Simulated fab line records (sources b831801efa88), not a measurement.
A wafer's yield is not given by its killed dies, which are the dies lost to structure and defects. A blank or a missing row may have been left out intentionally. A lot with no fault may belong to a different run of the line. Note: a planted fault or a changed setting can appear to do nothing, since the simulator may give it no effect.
A single fault, viewed from 2 desks -- flow gf180mcu -- every desk sees just its own numbers, and what lay behind them comes last

== METROLOGY DESK ==
Lot by lot, what the gauges showed, no matter which tool ran the lot: averages of those sampled wafers that carry a number. Marked OUT: a lot whose mean sits more than 4 standard deviations from the usual mean, which makes it out of limits; the brackets give that distance. 7 of its 8 readings are shown, namely those furthest out on some lot.
Columns: A = V4_BOW at GF_V4_BOW_MEAS_05, usual 135 um; B = cd nm at GF_V4_CD_MEAS_14, usual 260.0 nm; C = V4_OVL at GF_V4_OVL_MEAS_15, usual 0 nm; D = V4_W_RS at GF_V4_RS_MEAS_24, usual 0.324 ohm/sq; E = V4_W_THK at GF_V4_THK_MEAS_25, usual 358 nm; F = MIM_ALCU_RS at GF_MIM_RS_MEAS_10, usual 0.1612 ohm/sq; G = MIM_ALCU_THK at GF_MIM_THK_MEAS_11, usual 200.7 nm
lot,first seen here,A,B,C,D,E,F,G
L110,day 23 18:01,133,261.3,-9,0.324,362,0.1623,198.7
L114,day 25 07:28,142,258.0,12,0.324,353,0.1617,199.5
L123,day 28 01:57,140,259.3,-5,0.325,352,0.1608,200.8
L124,day 28 07:23,117,259.9,2,0.321,357,0.1593,201.6
L128,day 29 08:44,141,260.5,-5,0.322,363,0.1604,201.1
L132,day 30 13:46,131,261.1,-5,0.321,357,0.1609,200.7
This desk found nothing out of limits on any of the 6 lots.

== FOR THE TOOL OWNER'S DESK: rie diel-04 ==
The tool's own readings at GF_V4_ETCH_16 (etches BARC in N2/H2): means of the sampled wafers that have a number, for each lot that ran on this tool. Marked OUT: a lot whose mean sits more than 4 standard deviations from the usual mean, which makes it out of limits; the brackets give that distance.
Columns: A = drypump motor current A at GF_V4_ETCH_16, usual 5.6 A; B = oes product au at GF_V4_ETCH_16, usual 0.855 a.u.; C = throttle valve pct at GF_V4_ETCH_16, usual 13.225 %
lot,first seen here,A,B,C
L114,day 26 04:25,5.6,0.859,13.227
L123,day 28 21:04,5.5,0.859,13.224
L124,day 29 03:19,5.2,0.849,13.224
This desk found nothing out of limits on any of the 3 lots.

== TAKEN TOGETHER ==
Metrology desk: nothing out of limits seen.
The tool owner's desk saw nothing out of limits.

== WHAT WAS PUT IN BY THE SIMULATOR ==
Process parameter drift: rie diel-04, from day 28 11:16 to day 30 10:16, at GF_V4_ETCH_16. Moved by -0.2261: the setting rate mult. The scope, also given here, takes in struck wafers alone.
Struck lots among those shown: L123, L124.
